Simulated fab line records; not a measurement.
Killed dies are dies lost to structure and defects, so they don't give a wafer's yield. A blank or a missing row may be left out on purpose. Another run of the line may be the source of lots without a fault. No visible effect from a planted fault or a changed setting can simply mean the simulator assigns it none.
Split-lot study / flow sky130 / 23 wafers read across 5 lots, on a route 708 steps long

== THE SPLIT ITSELF ==
At SKY_LDD_LDN_IMPLANT_10, the setting energy_kev was moved away from the recipe's 15 on 8 of the 23 wafers read, by -5.6% to +5.3%. For the rest of the wafers, this setting stayed at what the recipe calls for.

Reading taken at the split's own step.

== THE READING ==
implant.drp_nm (the simulator's own value, which no gauge read), in nm, at SKY_LDD_LDN_IMPLANT_10. There is no usual value for it anywhere in the file.

wafer=L074.1; tool, chamber at the split=implanter-01, 0; energy_kev as run=15; against the recipe=recipe; implant.drp_nm, nm=5.933; against lot-mates on the recipe=-
wafer=L074.5; tool, chamber at the split=implanter-01, 0; energy_kev as run=15; against the recipe=recipe; implant.drp_nm, nm=5.933; against lot-mates on the recipe=-
wafer=L074.3; tool, chamber at the split=implanter-01, 0; energy_kev as run=14.59; against the recipe=-2.7%; implant.drp_nm, nm=5.821; against lot-mates on the recipe=-0.112
wafer=L074.4; tool, chamber at the split=implanter-01, 0; energy_kev as run=14.59; against the recipe=-2.7%; implant.drp_nm, nm=5.821; against lot-mates on the recipe=-0.112
wafer=L074.6; tool, chamber at the split=implanter-01, 0; energy_kev as run=14.59; against the recipe=-2.7%; implant.drp_nm, nm=5.821; against lot-mates on the recipe=-0.112
wafer=L076.1; tool, chamber at the split=implanter-03, 0; energy_kev as run=15; against the recipe=recipe; implant.drp_nm, nm=5.933; against lot-mates on the recipe=-
wafer=L076.2; tool, chamber at the split=implanter-03, 0; energy_kev as run=15; against the recipe=recipe; implant.drp_nm, nm=5.933; against lot-mates on the recipe=-
wafer=L076.6; tool, chamber at the split=implanter-03, 0; energy_kev as run=15; against the recipe=recipe; implant.drp_nm, nm=5.933; against lot-mates on the recipe=-
wafer=L077.1; tool, chamber at the split=implanter-01, 0; energy_kev as run=14.16; against the recipe=-5.6%; implant.drp_nm, nm=5.702; against lot-mates on the recipe=-0.231
wafer=L077.3; tool, chamber at the split=implanter-01, 0; energy_kev as run=14.16; against the recipe=-5.6%; implant.drp_nm, nm=5.702; against lot-mates on the recipe=-0.231
wafer=L077.4; tool, chamber at the split=implanter-01, 0; energy_kev as run=14.16; against the recipe=-5.6%; implant.drp_nm, nm=5.702; against lot-mates on the recipe=-0.231
wafer=L077.5; tool, chamber at the split=implanter-01, 0; energy_kev as run=15; against the recipe=recipe; implant.drp_nm, nm=5.933; against lot-mates on the recipe=-
wafer=L077.6; tool, chamber at the split=implanter-01, 0; energy_kev as run=15; against the recipe=recipe; implant.drp_nm, nm=5.933; against lot-mates on the recipe=-
wafer=L081.1; tool, chamber at the split=implanter-03, 0; energy_kev as run=15; against the recipe=recipe; implant.drp_nm, nm=5.933; against lot-mates on the recipe=-
wafer=L081.2; tool, chamber at the split=implanter-03, 0; energy_kev as run=15; against the recipe=recipe; implant.drp_nm, nm=5.933; against lot-mates on the recipe=-
wafer=L081.3; tool, chamber at the split=implanter-03, 0; energy_kev as run=15; against the recipe=recipe; implant.drp_nm, nm=5.933; against lot-mates on the recipe=-
wafer=L081.4; tool, chamber at the split=implanter-03, 0; energy_kev as run=15; against the recipe=recipe; implant.drp_nm, nm=5.933; against lot-mates on the recipe=-
wafer=L081.6; tool, chamber at the split=implanter-03, 0; energy_kev as run=15; against the recipe=recipe; implant.drp_nm, nm=5.933; against lot-mates on the recipe=-
wafer=L083.1; tool, chamber at the split=implanter-03, 0; energy_kev as run=15.8; against the recipe=+5.3%; implant.drp_nm, nm=6.143; against lot-mates on the recipe=+0.210
wafer=L083.6; tool, chamber at the split=implanter-03, 0; energy_kev as run=15.8; against the recipe=+5.3%; implant.drp_nm, nm=6.143; against lot-mates on the recipe=+0.210
wafer=L083.2; tool, chamber at the split=implanter-03, 0; energy_kev as run=15; against the recipe=recipe; implant.drp_nm, nm=5.933; against lot-mates on the recipe=-
wafer=L083.3; tool, chamber at the split=implanter-03, 0; energy_kev as run=15; against the recipe=recipe; implant.drp_nm, nm=5.933; against lot-mates on the recipe=-
wafer=L083.4; tool, chamber at the split=implanter-03, 0; energy_kev as run=15; against the recipe=recipe; implant.drp_nm, nm=5.933; against lot-mates on the recipe=-

THE FIT
A straight line over all 23 wafers: implant.drp_nm changes by +0.0405 nm for each +1% of energy_kev; r = +1.00; the points scatter about the line by 0.0021 nm.
The same after taking each lot's own level away (the mean of its wafers on the recipe; 23 wafers): +0.0405 nm for each +1%; r = +1.00; scatter 0.0021 nm.
According to that fit, moving energy_kev by its largest amount changes the reading by 0.23 nm.
The lots' own levels span 5.9330 to 5.9330 nm.
Consequently the slope shifts little with the lot-to-lot level, the two slopes agreeing.
Check: for one of the wafers moved furthest among these (-5.6%), held out of the fit, the line's prediction against its lot-mates is -0.227 nm. Against them it came out at -0.231 nm.

== FURTHER SPLITS ON THESE WAFERS ==
These wafers also went through other splits before the reading. Each is held against what the fit with the lots' levels taken away leaves over:
other split on the same wafers=SKY_LDD_P_DEVELOP_06 dev_temp_c; wafers away from the commonest value=8; r with implant.drp_nm (lot level and that fit taken away)=-0.28
other split on the same wafers=SKY_LDD_HVN_IMPLANT_08 energy_kev; wafers away from the commonest value=10; r with implant.drp_nm (lot level and that fit taken away)=+0.22

== THE WHOLE CHAIN: every reading that the file lists as answering this split, in the file's order ==
step=SKY_LDD_LDN_IMPLANT_10; what it does=; reading=implant.drp_nm (the simulator's own value, which no gauge read); change (the file's fit)=+0.0405 nm for each +1% of the setting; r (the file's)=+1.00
step=SKY_LDD_LDN_IMPLANT_10; what it does=; reading=implant.rp_nm (the simulator's own value, which no gauge read); change (the file's fit)=not straight: 12.89 at the lowest setting, 12.99 at the recipe, 13.51 at the highest; r (the file's)=not given

== THE FILE'S OWN FIT ==
implant.drp_nm changes by +0.0405 nm for each +1% of energy_kev, r = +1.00.
